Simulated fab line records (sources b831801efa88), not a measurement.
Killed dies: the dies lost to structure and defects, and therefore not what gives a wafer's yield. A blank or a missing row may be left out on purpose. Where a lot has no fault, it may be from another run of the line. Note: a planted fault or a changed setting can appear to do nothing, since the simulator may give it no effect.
What tool caused it?	flow sky130	Sampling: 13 lots, 39 wafers, 5 of 708 route steps

## WHAT THE GAUGES SHOWED, per wafer
SKY_NWELL_TW_MEAS_26. Usual: NWELL_2_TW typically reads 497.1, with standard deviation 2.2.
lot	measured	on	NWELL_2_TW	flag
L903	day 5 13:30	film metro-01	502.3 500.8 501.6	
L904	day 5 18:25	film metro-02	495.5 494.8 497.6	
L905	day 6 00:52	film metro-01	501.9 500.6 498.2	
L907	day 6 11:32	film metro-01	499.4 498.1 503.0	
L909	day 6 21:24	film metro-02	495.6 494.5 495.9	
L911	day 7 14:11	film metro-01	494.9 493.9 495.6	
L912	day 7 15:08	film metro-01	495.7 495.1 498.5	
L913	day 7 22:18	film metro-01	495.8 496.3 494.8	
L916	day 8 12:55	film metro-01	493.2 493.7 495.4	
L920	day 9 23:57	film metro-02	495.2 499.3 494.2	
L923	day 10 11:46	film metro-01	494.2 495.7 495.8	
L924	day 11 00:56	film metro-01	497.3 498.1 498.9	
L926	day 11 13:14	film metro-03	497.5 497.5 497.4	

SKY_VT_ADJUST_LVTN_TW_MEAS_10. Usual: VT_ADJUST_LVTN_TW typically reads 241.2, with standard deviation 2.5.
lot	measured	on	VT_ADJUST_LVTN_TW	flag
L903	day 7 03:35	film metro-03	242.9 242.2 242.7	
L904	day 7 08:12	film metro-03	242.2 241.7 242.8	
L905	day 7 14:56	film metro-03	241.1 241.1 243.0	
L907	day 8 02:29	film metro-02	240.7 240.6 241.0	
L909	day 8 14:02	film metro-03	243.4 242.7 241.3	
L911	day 9 09:35	film metro-04	236.1 236.8 234.7	
L912	day 9 11:06	film metro-04	235.5 236.2 237.4	
L913	day 9 18:35	film metro-03	241.5 241.3 242.2	
L916	day 10 09:25	film metro-03	243.2 232.5 233.1	
L920	day 11 22:41	film metro-03	242.0 243.6 243.6	
L923	day 12 12:05	film metro-03	240.7 243.8 241.8	
L924	day 13 02:05	film metro-03	243.0 242.3 242.6	
L926	day 13 16:17	film metro-03	242.0 242.4 242.9	

SKY_VT_ADJUST_NCORE_TW_MEAS_11. Usual: VT_ADJUST_NCORE_TW typically reads 218.8, with standard deviation 1.9.
lot	measured	on	VT_ADJUST_NCORE_TW	flag
L903	day 8 20:16	film metro-02	219.2 218.0 218.8	
L904	day 9 01:14	film metro-01	219.4 219.6 219.7	
L905	day 9 09:53	film metro-02	219.2 219.1 219.7	
L907	day 9 22:46	film metro-02	221.4 220.7 220.7	
L909	day 10 09:49	film metro-02	219.6 221.2 220.3	
L911	day 11 05:07	film metro-04	215.0 214.8 215.7	
L912	day 11 07:46	film metro-02	217.7 218.1 219.3	
L913	day 11 15:37	film metro-04	215.3 215.7 215.3	
L916	day 12 08:14	film metro-02	218.3 219.2 218.3	
L920	day 14 01:40	film metro-02	219.9 219.6 219.9	
L923	day 14 15:31	film metro-02	218.6 219.3 220.0	
L924	day 15 06:55	film metro-01	218.1 218.1 219.5	
L926	day 15 21:25	film metro-02	217.7 219.0 219.6	

SKY_SONOS_ONO_THK_MEAS_03. Usual: SONOS_ONO_CVD_02_THK typically reads 10.48 nm, with standard deviation 0.11.
lot	measured	on	SONOS_ONO_CVD_02_THK (nm)	flag
L903	day 11 20:28	film metro-04	10.65 10.74 10.70	
L904	day 12 03:10	film metro-02	10.60 10.55 10.59	
L905	day 12 08:10	film metro-04	10.48 10.46 10.59	
L907	day 13 00:00	film metro-01	10.49 10.49 10.35	
L909	day 13 14:31	film metro-02	10.49 10.38 10.51	
L911	day 14 13:44	film metro-01	10.58 10.65 10.62	
L912	day 14 14:56	film metro-02	10.53 10.53 10.42	
L913	day 15 00:56	film metro-01	10.43 10.32 10.47	
L916	day 15 20:58	film metro-01	10.38 10.48 10.49	
L920	day 17 16:49	film metro-02	10.40 10.50 10.29	
L923	day 18 08:11	film metro-02	10.52 10.35 10.41	
L924	day 19 04:04	film metro-02	10.57 10.46 10.45	
L926	day 19 19:54	film metro-02	10.68 10.60 10.73	

## WHAT TOOL EACH LOT RAN ON (gives the tool, then ch and the chambers of the sampled wafers, and finally the start)
lot	SKY_VT_ADJUST_LVTN_IMPLANT_08
L903	implanter-03 ch 0, day 7 03:20
L904	implanter-03 ch 0, day 7 07:59
L905	implanter-04 ch 0, day 7 14:42
L907	implanter-01 ch 0, day 8 02:14
L909	implanter-01 ch 0, day 8 13:47
L911	implanter-04 ch 0, day 9 09:20
L912	implanter-03 ch 0, day 9 10:51
L913	implanter-01 ch 0, day 9 18:17
L916	implanter-04 ch 0, day 10 09:13
L920	implanter-03 ch 0, day 11 22:26
L923	implanter-01 ch 0, day 12 11:50
L924	implanter-01 ch 0, day 13 01:50
L926	implanter-03 ch 0, day 13 16:02
- SKY_VT_ADJUST_LVTN_IMPLANT_08

## WHAT THE TOOLS THEMSELVES READ (means of the sampled wafers that have a number; where no wafer has one, the mark that the record gives instead)
The record holds no such reading with a usual standard deviation.

## THE ANSWER, worked out from the rows above alone
Rule: a lot is off if the mean of its wafers that have a number lies more than 3 standard deviations from the usual mean. Also off: a lot with no number at a reading for which 4 or more lots have one. Any other lot the step has rows for is counted as sound. After the gauges, taken in route order, come the tools' own readings; for these a lot's mean is taken, as printed above. The first step at which some lot is off is used, and at that step the reading that is off furthest; a lot without a number counts as furthest.
Nothing can be told from this: no lot is off at any reading shown.

## WHAT THE SIMULATOR PUT IN
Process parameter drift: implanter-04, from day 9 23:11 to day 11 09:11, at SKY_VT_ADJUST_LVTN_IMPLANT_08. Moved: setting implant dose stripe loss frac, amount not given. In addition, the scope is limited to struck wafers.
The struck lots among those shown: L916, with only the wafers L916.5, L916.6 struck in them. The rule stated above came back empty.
